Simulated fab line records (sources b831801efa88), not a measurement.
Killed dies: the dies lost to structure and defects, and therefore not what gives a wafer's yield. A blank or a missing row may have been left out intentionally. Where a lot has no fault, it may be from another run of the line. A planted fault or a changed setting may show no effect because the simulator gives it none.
The tool behind it: which one? | flow gf180mcu | Sampling: 6 lots, 18 wafers, 3 of 602 route steps

== WHAT EACH GAUGE READ, for each wafer ==
GF_HV_LDD_CD_MEAS_46: the cd target is 400 nm.
lot  | measured     | on        | cd nm (nm)
L275 | day 13 05:45 | cd sem-01 | 400.4 401.0 400.2
L278 | day 14 09:01 | cd sem-02 | 401.0 402.2 402.9
L279 | day 14 19:11 | cd sem-02 | 403.1 400.9 400.7
L282 | day 15 18:07 | cd sem-02 | 403.6 401.0 404.3
L288 | day 17 15:04 | cd sem-01 | 367.8 368.6 367.5
L293 | day 19 09:29 | cd sem-01 | 404.9 404.3 405.9

== WHAT TOOL EACH LOT RAN ON (gives the tool, then ch and the chambers of the sampled wafers, and finally the start) ==
lot  | GF_HV_LDD_STRIP_10                   | GF_HV_LDD_EXPOSE_43
L275 | plasma asher-01 ch 0,1, day 10 18:36 | iline stepper-02 ch 0, day 12 20:00
L278 | plasma asher-01 ch 0,1, day 11 19:58 | iline stepper-01 ch 0, day 13 22:44
L279 | plasma asher-03 ch 0,1, day 12 04:18 | iline stepper-02 ch 0, day 14 08:26
L282 | plasma asher-01 ch 0,1, day 13 02:17 | iline stepper-02 ch 0, day 15 07:04
L288 | plasma asher-01 ch 0,1, day 14 19:49 | iline stepper-02 ch 0, day 17 03:56
L293 | plasma asher-03 ch 1, day 16 10:11   | iline stepper-01 ch 0, day 18 21:59
- GF_HV_LDD_STRIP_10: strips in O2/N2.
- GF_HV_LDD_EXPOSE_43: exposes mask Pplus HV AREA, target cd 400 nm.

== THE ANSWER, worked out from the rows above alone ==
Rule: the usual values come from the lots themselves. Put in order of their means at a reading, lots are off if they are a third of the lots or fewer, leave a main group of 4 or more, and stand apart from it by a gap of 3 or more times the standard deviation of the main group's means; of several such gaps the widest counts. The tables above print the reading to a certain number of digits; a main group whose means all agree to those digits is not used. Also off: a lot with no number at a reading for which 4 or more lots have one. All remaining lots with rows at the step are treated as sound.
Off, at GF_HV_LDD_CD_MEAS_46 on cd nm: L288. Mean 402.4 nm and standard deviation 1.5 in the main group.
A tool fits if, at a process step before that reading, it ran every lot that is off, and no sound lot after the first of them. Those tools and the gauges at GF_HV_LDD_CD_MEAS_46 are tried in the same way. Can't be told from this: 2 tools fit, plasma asher-01 at GF_HV_LDD_STRIP_10, iline stepper-02 at GF_HV_LDD_EXPOSE_43.

== WHAT THE SIMULATOR HAD PUT IN ==
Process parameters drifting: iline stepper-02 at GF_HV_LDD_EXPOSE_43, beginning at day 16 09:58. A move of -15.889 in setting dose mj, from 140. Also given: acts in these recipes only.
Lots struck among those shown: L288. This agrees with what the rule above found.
